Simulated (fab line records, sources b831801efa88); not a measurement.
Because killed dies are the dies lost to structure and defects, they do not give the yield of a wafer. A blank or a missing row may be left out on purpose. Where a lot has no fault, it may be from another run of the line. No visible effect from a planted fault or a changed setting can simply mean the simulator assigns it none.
Which tool was responsible? -- flow gf180mcu -- 45 wafers from 15 lots sampled at 4 of the route's 602 steps

== WHAT THE GAUGES SHOWED, per wafer ==
GF_M2_RS_MEAS_05: a four-point-probe measurement.
lot,measured,on,M2_ALCU_RS (ohm/sq)
L447,day 18 10:32,film metro-02,0.0696 0.0690 0.0699
L449,day 18 21:02,film metro-04,0.0693 0.0692 0.0680
L450,day 19 07:50,film metro-02,0.0689 0.0695 0.0699
L451,day 19 17:13,film metro-01,0.0685 0.0680 0.0684
L454,day 20 17:52,film metro-02,0.0692 0.0686 0.0687
L453,day 20 20:32,film metro-04,0.0701 0.0701 0.0702
L455,day 20 22:56,film metro-01,0.0685 0.0677 0.0682
L456,day 21 14:08,film metro-02,0.0696 0.0684 0.0696
L460,day 22 21:19,film metro-02,0.0688 0.0701 0.0700
L463,day 23 19:56,film metro-04,0.0687 0.0680 0.0689
L464,day 24 04:56,film metro-01,0.0691 0.0682 0.0678
L465,day 24 16:50,film metro-04,0.0683 0.0685 0.0686
L467,day 25 03:43,film metro-01,0.0690 0.0680 0.0681
L468,day 25 12:18,film metro-01,0.0681 0.0692 0.0680
L470,day 26 11:41,film metro-02,0.0668 0.0675 0.0686

GF_V2_THK_MEAS_01.
lot,measured,on,V2_CVD_00_THK (nm)
L447,day 19 10:31,film metro-02,605 590 604
L449,day 19 22:10,film metro-02,594 587 596
L450,day 20 09:19,film metro-03,596 606 601
L451,day 20 18:43,film metro-03,596 596 599
L454,day 21 18:36,film metro-04,602 593 598
L460,day 23 20:44,film metro-03,599 607 598
L463,day 24 18:34,film metro-02,605 611 607
L464,day 25 03:52,film metro-03,587 607 594
L465,day 25 14:44,film metro-03,591 586 585
L467,day 26 01:23,film metro-03,588 580 583
L468,day 26 09:55,film metro-02,604 609 612
L470,day 27 09:02,film metro-03,606 609 612

== EACH LOT AND THE TOOL THAT RAN IT (in order: tool; ch and the chambers of the sampled wafers; start) ==
lot,GF_M2_DEVELOP_13,GF_M2_METAL_ETCH_16
L447,"litho track-01 ch 0, day 19 09:28","rie metal-01 ch 0,1, day 19 09:44"
L449,"litho track-03 ch 0, day 19 21:05","rie metal-01 ch 0,1, day 19 21:23"
L450,"litho track-02 ch 0, day 20 08:16","rie metal-01 ch 0,1, day 20 08:35"
L451,"litho track-02 ch 0, day 20 17:40","rie metal-01 ch 0, day 20 17:59"
L454,"litho track-03 ch 0, day 21 17:32","rie metal-02 ch 0,1, day 21 17:50"
L453,"litho track-03, day 21 20:11","rie metal-03 ch 0,1, day 21 20:29"
L455,"litho track-01, day 21 22:34","rie metal-01 ch 0,1, day 21 22:50"
L456,"litho track-01, day 22 13:29","rie metal-01 ch 0,1, day 22 13:47"
L460,"litho track-01 ch 0, day 23 19:43","rie metal-01 ch 0,1, day 23 19:59"
L463,"litho track-02 ch 0, day 24 17:32","rie metal-03 ch 0,1, day 24 17:50"
L464,"litho track-02 ch 0, day 25 02:47","rie metal-02 ch 0,1, day 25 03:04"
L465,"litho track-03 ch 0, day 25 13:30","rie metal-03 ch 0, day 25 13:49"
L467,"litho track-01 ch 0, day 26 00:11","rie metal-03 ch 0, day 26 00:29"
L468,"litho track-03 ch 0, day 26 08:43","rie metal-03 ch 0, day 26 09:02"
L470,"litho track-03 ch 0, day 27 07:52","rie metal-03 ch 1, day 27 08:11"
- GF_M2_DEVELOP_13: develop time 60 s.
- GF_M2_METAL_ETCH_16: etches the open film in Cl2/BCl3, stops on SiO2, target depth 750.8 nm, time 125.1 s.

== WHAT THE TOOLS THEMSELVES READ (means of the sampled wafers that have a number; where no wafer has one, the mark that the record gives instead) ==
GF_M2_DEVELOP_13.
lot,tool,chill plate temp C (C)
L447,litho track-01,23.11
L449,litho track-03,22.92
L450,litho track-02,22.95
L451,litho track-02,23.09
L454,litho track-03,23.06
L453,litho track-03,-
L455,litho track-01,-
L456,litho track-01,-
L460,litho track-01,23.10
L463,litho track-02,22.97
L464,litho track-02,23.04
L465,litho track-03,22.97
L467,litho track-01,23.05
L468,litho track-03,22.91
L470,litho track-03,23.03

GF_M2_METAL_ETCH_16.
lot,tool,drypump motor current A (A),oes product au (a.u.),throttle valve pct (%)
L447,rie metal-01,5.7,0.991,28.231
L449,rie metal-01,5.7,0.992,28.235
L450,rie metal-01,5.7,0.991,28.231
L451,rie metal-01,5.3,0.992,28.231
L454,rie metal-02,5.6,0.995,28.218
L453,rie metal-03,5.3,0.992,28.231
L455,rie metal-01,6.1,0.992,28.228
L456,rie metal-01,5.7,0.989,28.216
L460,rie metal-01,5.7,0.987,28.219
L463,rie metal-03,5.7,0.986,28.236
L464,rie metal-02,5.6,0.998,28.234
L465,rie metal-03,4.9,0.992,28.219
L467,rie metal-03,4.9,0.992,28.220
L468,rie metal-03,4.9,0.987,28.236
L470,rie metal-03,5.9,0.990,28.226

== THE ANSWER, worked out from the rows above alone ==
Rule: usual is defined by the lots themselves. The widest of any qualifying gaps counts: lots, ordered by their means at a reading, are off when they make up no more than a third of the lots, leave a main group of 4 or more, and stand apart from it by 3 or more times the standard deviation of that group's means. A main group whose means are all the same, to the digits that the tables above print for the reading, isn't used. Also off: a lot with no number at a reading for which 4 or more lots have one. The other lots that the step has rows for count as sound. Order of review: gauges by route order, followed by the tools' own readings, for which a lot's mean as printed above is used. At the first step where some lot is off, the reading lying furthest off is the one used; lots without a number count as furthest.
Off: L453, L455, L456, at GF_M2_DEVELOP_13 (chill plate temp C). Without a number there: L453, L455, L456. Main group: mean 23.02 C, sd 0.067.
A tool fits if, at that step or a process step before it, it ran every lot that is off, and no sound lot after the first of them. Of those tried, none fits.

== WHAT HAD BEEN PUT IN BY THE SIMULATOR ==
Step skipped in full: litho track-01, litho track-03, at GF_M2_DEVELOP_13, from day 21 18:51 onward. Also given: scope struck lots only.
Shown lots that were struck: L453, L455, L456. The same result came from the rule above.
